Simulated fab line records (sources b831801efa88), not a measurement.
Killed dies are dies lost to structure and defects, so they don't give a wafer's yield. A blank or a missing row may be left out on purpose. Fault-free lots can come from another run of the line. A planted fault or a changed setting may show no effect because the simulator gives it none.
Chamber matching -- flow gf180mcu -- GF_V5_ETCH_16 on rie_diel-02 has 4 sister chambers
The step etches BARC in N2/H2. 20 wafers are shown with their chamber, then 10 later ones without.

## EACH WAFER AND ITS CHAMBER
wafer,chamber,drypump_motor_current_A (A),rf_fwd_power_W (W),throttle_valve_pct (%)
L075.2,3,5.8,495.0,13.245
L075.4,2,5.5,498.2,13.219
L075.5,0,5.4,495.4,13.227
L080.1,1,6.2,498.2,13.229
L080.3,0,5.4,496.5,13.237
L080.5,2,5.5,495.8,13.224
L082.2,2,5.5,494.5,13.219
L082.5,3,5.8,492.3,13.226
L082.6,0,5.4,499.3,13.230
L084.1,2,5.5,496.4,13.218
L084.2,1,6.3,494.0,13.206
L084.5,0,5.4,496.6,13.209
L085.1,0,5.4,496.1,13.220
L085.5,1,6.2,497.1,13.231
L085.6,0,5.4,495.3,13.222
L087.1,1,6.2,498.8,13.236
L087.3,3,5.8,494.1,13.221
L087.6,1,6.2,497.5,13.210
L090.1,3,5.8,492.3,13.241
L090.3,1,6.2,495.4,13.223

SIGNATURES (means of the wafers above)
reading,chamber 0,chamber 1,chamber 2,chamber 3,scatter within a chamber
drypump_motor_current_A,5.400,6.217,5.500,5.800,0.0228
rf_fwd_power_W,496.533,496.833,496.225,493.425,1.57
throttle_valve_pct,13.22417,13.22250,13.22000,13.23325,0.01
Rule: for a wafer and a chamber, the distance is found by dividing, reading by reading, the gap between the wafer's reading and the chamber's mean by the reading's scatter, squaring, summing and taking the root. The wafer belongs to the nearest chamber; if the next one is less than 2 further off, it can't be placed. The scatter is the square root of a quotient: the sum, over the shown wafers, of each reading's squared deviation from its chamber's mean, divided by wafers minus chambers.

## WAFERS MISSING THEIR CHAMBER
wafer,drypump_motor_current_A (A),rf_fwd_power_W (W),throttle_valve_pct (%)
L090.5,5.4,496.9,13.238
L091.1,5.8,495.2,13.212
L091.4,5.4,498.5,13.231
L091.6,5.8,494.1,13.221
L093.4,5.8,493.9,13.234
L093.5,6.3,497.8,13.218
L093.6,5.4,494.2,13.231
L095.1,5.8,495.2,13.227
L095.2,5.4,496.6,13.220
L095.4,5.5,496.4,13.231

## WHICH CHAMBER EACH WENT THROUGH
wafer,from the rows above,in truth
L090.5,0,0
L091.1,3,3
L091.4,0,0
L091.6,3,3
L093.4,3,3
L093.5,1,1
L093.6,0,0
L095.1,3,3
L095.2,0,0
L095.4,2,2
Correctly placed: 10 of 10. From these rows, 0 cannot be placed. Placed wrongly: 0.
